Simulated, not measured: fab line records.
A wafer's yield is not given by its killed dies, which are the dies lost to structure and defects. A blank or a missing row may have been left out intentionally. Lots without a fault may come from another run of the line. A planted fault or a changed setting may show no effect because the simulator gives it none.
Comparing a struck lot with a sound one ; flow sfq line ; 28 out of 325 route steps
Sound: these wafers, L127.1, L127.3, L127.6. Struck: wafer L131.2 (L131.3, L131.4, from the same lot, were not struck and are left out); the cause is given at the end.
For every step that has rows: the tool of each side, followed by ch and its chambers, followed by its first start. Under that, the readings that differ: sound wafers ; struck wafers ; difference of the means ; sigmas: that difference in standard deviations of wafers without a fault.
alike: same words and numbers on both sides, and readings whose means sit less than 2 such deviations apart. not compared: any withheld reading, any reading some wafer has no value for, any bound like >300 that may hide the same value, and any number with overlapping values for which the record gives no deviation.
Wherever a step has rows on one side only, a row that says differs or no value, or a row with sigmas, the two part there. When numbers do not overlap yet have no deviation, they are printed without sigmas and do not part them. Lack of a reading on every wafer of one side parts them only where that side has two or more wafers.

first, 6 steps without rows for these wafers: SFQ_TRILAYER_M3_LITHO_COAT_080 (resist thk 62 nm); SFQ_TRILAYER_M3_LITHO_COAT_075 (resist thk 600 nm); SFQ_TRILAYER_M3_LITHO_SOFTBAKE_079; SFQ_TRILAYER_M3_LITHO_EXPOSE_076 (exposes mask M3, target cd 500 nm); SFQ_TRILAYER_M3_LITHO_PEB_078 (peb time 60 s); SFQ_TRILAYER_M3_LITHO_DEVELOP_077 (time 60 s).
SFQ_M3_OVL_MEAS_921:
  sound on overlay-02, day 39 02:08; struck on overlay-02, day 42 00:02
  alike: M3_OVL
SFQ_TRILAYER_M3_BARC_OPEN_METAL_ETCH_100: etches BARC in O2, target depth 125 nm, time 41.7 s.
  sound on rie metal-04 ch 0, day 39 02:10; struck on rie metal-02 ch 1, day 42 00:04
reading;sound;struck;difference;sigmas
oes product au (a.u.);0.690 0.686 0.694;0.680;-0.010;-2
  alike: drypump motor current A
  not compared: rf hours counter h
SFQ_TRILAYER_M3_ETCH_METAL_ETCH_078: etches Nb in Cl2/Ar, stops on SiO2, target depth 240 nm, time 120 s.
  sound on rie metal-04 ch 0, day 39 02:17; struck on rie metal-02 ch 1, day 42 00:08
  alike: drypump motor current A, oes product au
  not compared: rf hours counter h
SFQ_TRILAYER_M3_STRIP_STRIP_079: strips in O2.
  sound on rie metal-04 ch 0, day 39 02:32; struck on rie metal-02 ch 1, day 42 00:16
  alike: drypump motor current A, oes product au, platen temp c
  not compared: rf hours counter h
then, 2 steps without rows for these wafers: SFQ_TRILAYER_M3_STRIP_SOLV_CLEAN_080 (cleans in NMP, time 600 s); SFQ_TRILAYER_I3_DEP_PECVD_081 (deposits SiO2 from SiH4/N2O, time 108.9 s, target thk 500 nm).
SFQ_TRILAYER_I3_CMP_CMP_082: polishes SiO2.
  sound on cmp-01 ch 0,1,2, day 39 19:05; struck on cmp-01 ch 0, day 42 01:07
reading;sound;struck;difference;sigmas
model.SiO2_of_TRILAYER_I3_DEP_PECVD_081.thk nm (nm);199.3 201 199.4;178.2;-21.7;
  alike: motor current A, retaining ring pressure frac, slurry filter dp kPa, time to endpoint s
SFQ_I3_BOW_MEAS_922:
  sound on film metro-04, day 39 22:05; struck on film metro-01, day 42 04:08
reading;sound;struck;difference;sigmas
I3_BOW (um);-2 11 7;-16;-21;-2
SFQ_TRILAYER_I3_METRO_MEASURE_083:
  sound on film metro-04, day 39 22:13; struck on film metro-01, day 42 04:26
reading;sound;struck;difference;sigmas
thk nm (nm);199.3 201.1 199.6;178.3;-21.7;-17
then, 6 steps without rows for these wafers: SFQ_TRILAYER_I3_VIA_LITHO_COAT_090 (resist thk 62 nm); SFQ_TRILAYER_I3_VIA_LITHO_COAT_085 (resist thk 650 nm); SFQ_TRILAYER_I3_VIA_LITHO_SOFTBAKE_089; SFQ_TRILAYER_I3_VIA_LITHO_EXPOSE_086 (exposes mask I3, target cd 500 nm); SFQ_TRILAYER_I3_VIA_LITHO_PEB_088 (peb time 60 s); SFQ_TRILAYER_I3_VIA_LITHO_DEVELOP_087 (time 60 s).
-- the record jumps here: 6 days lie between the struck wafers' starts before and after --
SFQ_I3_OVL_MEAS_923:
  sound on overlay-02, day 45 04:13; struck on overlay-01, day 47 23:25
  alike: I3_OVL
SFQ_TRILAYER_I3_VIA_BARC_OPEN_VIA_ETCH_121: etches BARC in O2, target depth 125 nm, time 41.7 s.
  sound on rie diel-04 ch 0,1, day 45 04:15; struck on rie diel-04 ch 1, day 47 23:27
  alike: drypump motor current A, oes product au
  not compared: rf hours counter h
SFQ_TRILAYER_I3_VIA_ETCH_VIA_ETCH_088: etches SiO2 in CHF3, stops on Nb, target depth 260 nm.
  sound on rie diel-04 ch 0,1, day 45 04:17; struck on rie diel-04 ch 1, day 47 23:29
reading;sound;struck;difference;sigmas
oes product au (a.u.);0.851 0.855 0.849;0.795;-0.057;-11
model.etch.depth nm (nm);199.3 201 199.4;178.2;-21.7;
model.I3.feature depth nm (nm);199.3 201 199.4;178.2;-21.7;
  alike: drypump motor current A
SFQ_TRILAYER_I3_VIA_STRIP_STRIP_089: strips in O2.
  sound on rie metal-04 ch 0,1, day 45 04:24; struck on rie metal-01 ch 0, day 47 23:36
  alike: drypump motor current A, oes product au, platen temp c
  not compared: rf hours counter h
then, 1 step without rows for these wafers: SFQ_TRILAYER_I3_VIA_STRIP_SOLV_CLEAN_090 (cleans in NMP, time 600 s).
SFQ_TRILAYER_M4_DEP_PRE_CLEAN_092: time 22.5 s.
  sound on pvd sputter-06, day 45 05:10; struck on pvd sputter-04, day 48 00:22
reading;sound;struck;difference;sigmas
model.SiO2_of_TRILAYER_I3_DEP_PECVD_081.thk nm (nm);191.8 193.5 191.9;170.7;-21.7;
then, 1 step without rows for these wafers: SFQ_TRILAYER_M4_DEP_SPUTTER_091 (material Nb, target thk 200 nm, time 133.3 s).

WHERE THEY PART
Last at SFQ_TRILAYER_I3_VIA_ETCH_VIA_ETCH_088 as far as this record goes, first at SFQ_TRILAYER_M3_BARC_OPEN_METAL_ETCH_100. Later steps at which nothing parts them and some readings are alike: SFQ_TRILAYER_I3_VIA_STRIP_STRIP_089.

WHY: the cause the simulator had injected
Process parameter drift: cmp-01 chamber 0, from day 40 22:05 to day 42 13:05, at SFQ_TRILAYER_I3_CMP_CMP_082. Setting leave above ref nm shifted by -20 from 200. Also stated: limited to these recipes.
